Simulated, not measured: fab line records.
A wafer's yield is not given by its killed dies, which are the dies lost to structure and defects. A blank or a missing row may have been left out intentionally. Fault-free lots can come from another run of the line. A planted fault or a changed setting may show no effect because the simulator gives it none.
One fault seen from 2 desks | flow sky130 | only its own numbers are on each desk; what lay behind them is given at the end

AT THE TOOL OWNER'S DESK: litho track-02
Per lot that ran on this tool, the mean of the sampled wafers carrying a number, from the tool's own readings at SKY_METAL5_SOFTBAKE_10 (time 60 s). The brackets show how far a lot's mean lies from the usual mean; more than 4 standard deviations puts the lot out of limits, marked OUT.
Columns: A = chill plate temp C at SKY_METAL5_SOFTBAKE_10, usual 22.98 C; B = heater power total W at SKY_METAL5_SOFTBAKE_10, usual 56.59 W; C = run length s at SKY_METAL5_SOFTBAKE_10, usual 89.16 s
lot  | first seen here | A     | B                       | C
L100 | day 43 12:30    | 22.97 | 56.56                   | 89.25
L104 | day 44 12:10    | 23.01 | 56.59                   | 89.09
L109 | day 45 20:21    | 23.10 | 56.62                   | 89.30
L110 | day 46 05:12    | 23.00 | 56.64                   | 89.15
L114 | day 46 18:18    | 23.01 | 56.54                   | 89.18
L115 | day 47 01:30    | 23.09 | 61.59 (+99 or more) OUT | 75.26 (-82) OUT
L120 | day 48 07:16    | 22.86 | 61.59 (+99 or more) OUT | 75.22 (-82) OUT
This desk's finding: out of limits on L115, L120; first on L115, day 47 01:30 (heater power total W at SKY_METAL5_SOFTBAKE_10). L100, L104, L109, L110, L114 stayed within limits.

AT THE METROLOGY DESK
What the gauges read, lot by lot, whatever tool the lot ran on: means of the sampled wafers that have a number. The brackets show how far a lot's mean lies from the usual mean; more than 4 standard deviations puts the lot out of limits, marked OUT.
Columns: A = CAP2M_TIN_THK at SKY_CAP2M_THK_MEAS_04, usual 199.5 nm; B = CAP2M_OVL at SKY_CAP2M_OVL_MEAS_12, usual 1.4 nm
lot  | first seen here | A     | B
L100 | day 39 22:44    | 198.8 | 1.8
L103 | day 40 19:16    | 199.1 | 0.6
L104 | day 41 00:52    | 196.7 | 0.0
L109 | day 42 10:22    | 194.7 | -0.5
L111 | day 42 14:43    | 202.6 | 2.0
L110 | day 42 18:46    | 200.1 | 2.5
L114 | day 43 09:44    | 202.2 | 1.4
L115 | day 43 20:49    | 197.1 | 1.3
L116 | day 44 08:56    | 195.8 | 3.9
L119 | day 44 23:58    | 200.4 | 1.5
L120 | day 45 04:26    | 199.8 | 0.8
L122 | day 45 21:23    | 199.4 | 0.5
This desk's finding: nothing out of limits on any of the 12 lots.

PUT TOGETHER
On L115, L120, at day 47 01:30, an alarm was possible from the tool owner's desk.
Metrology desk: nothing out of limits seen.
The metrology desk has L115, L120 on record, within its limits.
All the named lots went through SKY_METAL5_SOFTBAKE_10 on litho track-02.

WHAT WAS PUT IN BY THE SIMULATOR
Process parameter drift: litho track-02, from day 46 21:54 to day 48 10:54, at SKY_METAL5_SOFTBAKE_10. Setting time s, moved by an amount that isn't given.
Lots struck among those shown: L115, L120.
How many hours passed from the start of the fault until each desk's first out-of-limits reading: the tool owner's desk, 4.
